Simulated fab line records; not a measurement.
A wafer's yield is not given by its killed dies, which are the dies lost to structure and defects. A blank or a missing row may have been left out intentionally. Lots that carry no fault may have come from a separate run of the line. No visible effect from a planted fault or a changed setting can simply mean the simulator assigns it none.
Problem report in the 8D (eight disciplines) form, filled by code || flow gf180mcu || the parts of the form that need people (team, actions taken, sign-off) are left out

## 1. THE ISSUE
Wafers without a fault read 139.98, standard deviation 0.14; exposure_dose_mJ_cm2 at GF_NSD_EXPOSE_04 reads a mean of 136.58 on 9 wafers belonging to 3 lots. Measured from the usual mean, that is -24 standard deviations.
The step: exposes mask Nplus, target cd 400 nm.
The first sign was on wafer L898.2 at day 18 22:28, on iline_stepper-02. Wafers with a number at this step in the record: 42, from 14 lots. Rule for "out", or "out of limits": more than 4 standard deviations from the usual mean. Any other wafer with a number is counted as sound.

## 2. WHAT IT IS, WHAT IT ISN'T
{"question": "which readings at this step", "is": "exposure_dose_mJ_cm2", "is not": "-"}
{"question": "which lots", "is": "L898, L901, L903", "is not": "L880, L881, L884, L885, L888, L889, L890, L892, L893, L896, L902"}
{"question": "which wafers of those lots", "is": "all that have a number", "is not": "-"}
{"question": "read on which tools", "is": "iline_stepper-02", "is not": "iline_stepper-01"}
{"question": "when", "is": "from day 18 22:28", "is not": "up to then (30 sound wafers); but 3 sound wafers of L902 came after"}

## 3. THE SUSPECTS, EACH WITH WHAT RULES IT OUT
Counting: a tool stays on the suspect list if, at a process step up to the reading, it processed all lots that are out and no sound lot following the first of them.
- plasma_asher-02 at GF_HV_LDD_STRIP_49 (strips in O2/N2): kept. All lots that are out passed through it, beginning with L898 at day 18 07:41, and no sound lot followed; its final sound lot before that point was L896 at day 17 15:49.
- iline_stepper-02 at GF_NSD_EXPOSE_04 (exposes mask Nplus, target cd 400 nm): kept. All lots that are out passed through it, beginning with L898 at day 18 22:28, and no sound lot followed; its final sound lot before that point was L896 at day 18 06:46. On those wafers its own readings are out: exposure_dose_mJ_cm2.
Remaining after the count are plasma_asher-02 at GF_HV_LDD_STRIP_49 and iline_stepper-02 at GF_NSD_EXPOSE_04.

## 4. THE CAUSE (what the simulator had put in)
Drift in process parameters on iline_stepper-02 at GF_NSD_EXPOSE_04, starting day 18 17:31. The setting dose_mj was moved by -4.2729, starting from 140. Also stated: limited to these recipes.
2 suspects survive the count, and this tool is in that group.

## 5. SEQUENCE OF EFFECTS, ordered by route
Each row: a reading whose mean over the struck wafers that have a number lies more than 3 standard deviations from the usual. Only readings whose record carries a usual standard deviation are examined. hours: median over the lots of the time between each lot's start at the first step of this table that gives one and its start at this step. sigmas: the change, counted in usual standard deviations.
{"hours": 0, "step": "GF_NSD_EXPOSE_04", "reading": "exposure_dose_mJ_cm2", "usual": 139.98, "on struck wafers": 136.58, "change": -3.40, "sigmas": -24}
Here are the process steps it includes:
- GF_NSD_EXPOSE_04: exposes mask Nplus, target cd 400 nm.
At these later measuring or inspecting steps, every struck wafer for which the step has a row has a number for every such reading, and none has moved that far: GF_NSD_CD_MEAS_07, GF_PSD_TW_MEAS_11.

## 6. HOW IT WOULD HAVE BEEN CAUGHT EARLIER
The fault began at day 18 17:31; the first out-of-limits reading in this record came at day 18 22:28, 5 hours later.
